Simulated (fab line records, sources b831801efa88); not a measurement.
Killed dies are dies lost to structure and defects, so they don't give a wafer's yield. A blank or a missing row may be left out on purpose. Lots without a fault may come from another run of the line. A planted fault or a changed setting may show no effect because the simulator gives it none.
Which tool did it? | flow gf180mcu | 13 lots, 39 wafers sampled, at 4 steps of a route of 602

WHAT THE GAUGES READ, wafer by wafer
GF_HV_LDD_TW_MEAS_50. Usual: HV_LDD_4_TW 570, standard deviation 4.6.
lot  | measured     | on            | HV_LDD_4_TW             | flag
L690 | day 12 06:04 | film_metro-02 | 566 567 567             |
L694 | day 13 12:00 | film_metro-04 | 573 572 576             |
L695 | day 13 20:08 | film_metro-04 | 572 572 572             |
L696 | day 14 11:34 | film_metro-02 | 572 568 571             |
L697 | day 14 22:24 | film_metro-04 | 574 579 576             |
L698 | day 15 04:11 | film_metro-03 | 563 564 564             |
L699 | day 15 12:01 | film_metro-03 | 560 561 561             |
L705 | day 17 21:25 | film_metro-03 | 545 546 547 551 553 549 | OFF
L707 | day 18 10:43 | film_metro-04 | 549 550 552 551 554 553 | OFF
L708 | day 18 17:35 | film_metro-03 | 571 567 562             |
L709 | day 19 01:49 | film_metro-03 | 568 571 566             |
L711 | day 19 13:31 | film_metro-02 | 574 572 573             |
L713 | day 19 23:50 | film_metro-02 | 575 574 572             |

GF_M3_THK_MEAS_06: measures by xrf. Usual: M3_ALCU_THK 448 nm, standard deviation 5.
lot  | measured     | on            | M3_ALCU_THK (nm) | flag
L690 | day 20 00:40 | film_metro-03 | 444 444 442      |
L694 | day 21 12:39 | film_metro-01 | 453 457 450      |
L695 | day 21 23:47 | film_metro-01 | 454 454 455      |
L696 | day 22 15:29 | film_metro-01 | 451 448 451      |
L697 | day 23 05:02 | film_metro-01 | 452 451 448      |
L698 | day 23 10:38 | film_metro-01 | 449 446 458      |
L699 | day 23 19:33 | film_metro-02 | 446 444 443      |
L705 | day 26 02:04 | film_metro-01 | 443 444 450      |
L707 | day 26 13:33 | film_metro-03 | 449 449 450      |
L708 | day 26 19:39 | film_metro-01 | 449 445 446      |
L709 | day 27 03:55 | film_metro-02 | 446 444 441      |
L711 | day 27 14:33 | film_metro-01 | 446 446 444      |
L713 | day 27 21:49 | film_metro-02 | 437 439 440      |

WHICH TOOL RAN EACH LOT (tool, then ch and the chambers of the sampled wafers, then the start)
lot  | GF_HV_LDD_IMPLANT_48            | GF_M3_SPUTTER_02
L690 | implanter-02 ch 0, day 12 05:50 | pvd_sputter-01, day 20 00:27
L694 | implanter-04 ch 0, day 13 11:46 | pvd_sputter-01, day 21 12:26
L695 | implanter-02 ch 0, day 13 19:53 | pvd_sputter-04, day 21 23:35
L696 | implanter-02 ch 0, day 14 11:19 | pvd_sputter-01, day 22 15:16
L697 | implanter-04 ch 0, day 14 22:09 | pvd_sputter-03, day 23 04:50
L698 | implanter-02 ch 0, day 15 03:56 | pvd_sputter-04, day 23 10:26
L699 | implanter-04 ch 0, day 15 11:46 | pvd_sputter-04, day 23 19:20
L705 | implanter-02 ch 0, day 17 21:11 | pvd_sputter-01, day 26 01:50
L707 | implanter-02 ch 0, day 18 10:28 | pvd_sputter-04, day 26 13:20
L708 | implanter-04 ch 0, day 18 17:22 | pvd_sputter-04, day 26 19:26
L709 | implanter-04 ch 0, day 19 01:36 | pvd_sputter-04, day 27 03:41
L711 | implanter-03 ch 0, day 19 13:16 | pvd_sputter-03, day 27 14:20
L713 | implanter-03 ch 0, day 19 23:37 | pvd_sputter-01, day 27 21:36
- GF_HV_LDD_IMPLANT_48
- GF_M3_SPUTTER_02: material AlCu, target thk 450 nm, time 23.9 s.

WHAT THE TOOLS THEMSELVES READ (means of the sampled wafers that have a number; where no wafer has one, the mark that the record gives instead)
GF_HV_LDD_IMPLANT_48. Usual: faraday_current_uA 169, standard deviation 3.3.
lot  | tool         | faraday_current_uA | flag
L690 | implanter-02 | 168                |
L694 | implanter-04 | 167                |
L695 | implanter-02 | 167                |
L696 | implanter-02 | 170                |
L697 | implanter-04 | 170                |
L698 | implanter-02 | 169                |
L699 | implanter-04 | 172                |
L705 | implanter-02 | 172                |
L707 | implanter-02 | 172                |
L708 | implanter-04 | 169                |
L709 | implanter-04 | 167                |
L711 | implanter-03 | 170                |
L713 | implanter-03 | 167                |

GF_M3_SPUTTER_02. Usual: throttle_valve_pct 30.2 %, standard deviation 0.86.
lot  | tool           | throttle_valve_pct (%) | flag
L690 | pvd_sputter-01 | 30.2                   |
L694 | pvd_sputter-01 | 30.1                   |
L695 | pvd_sputter-04 | 30.9                   |
L696 | pvd_sputter-01 | 30.0                   |
L697 | pvd_sputter-03 | 28.5                   |
L698 | pvd_sputter-04 | 30.0                   |
L699 | pvd_sputter-04 | 30.3                   |
L705 | pvd_sputter-01 | 30.1                   |
L707 | pvd_sputter-04 | 30.2                   |
L708 | pvd_sputter-04 | 30.1                   |
L709 | pvd_sputter-04 | 30.7                   |
L711 | pvd_sputter-03 | 28.5                   |
L713 | pvd_sputter-01 | 30.2                   |

THE ANSWER, worked out from the rows above alone
Rule: a lot is off if the mean of its wafers that have a number lies more than 3 standard deviations from the usual mean. A lot without any number at a reading at which 4 lots or more have one is off too. The other lots that the step has rows for count as sound. The gauges are gone through in route order, then the tools' own readings, and for those a lot's mean is taken as printed above. The first step at which some lot is off is used, and at that step the reading that is off furthest; a lot without a number counts as furthest.
Off: L705, L707, at GF_HV_LDD_TW_MEAS_50 (HV_LDD_4_TW).
A tool fits if, at a process step before that reading, it ran every lot that is off, and no sound lot after the first of them. The gauges at GF_HV_LDD_TW_MEAS_50 are tried like those tools. One fits: implanter-02 at GF_HV_LDD_IMPLANT_48. Its last sound lot is L698 (day 15 03:56), its first lot that is off L705 (day 17 21:11): a fault that began between those two fits.

WHAT THE SIMULATOR HAD PUT IN
Process parameter drift: implanter-02, from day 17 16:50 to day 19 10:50, at GF_HV_LDD_IMPLANT_48. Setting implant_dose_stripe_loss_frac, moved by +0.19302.
Lots struck among those shown: L705, L707. The rule above found the same.
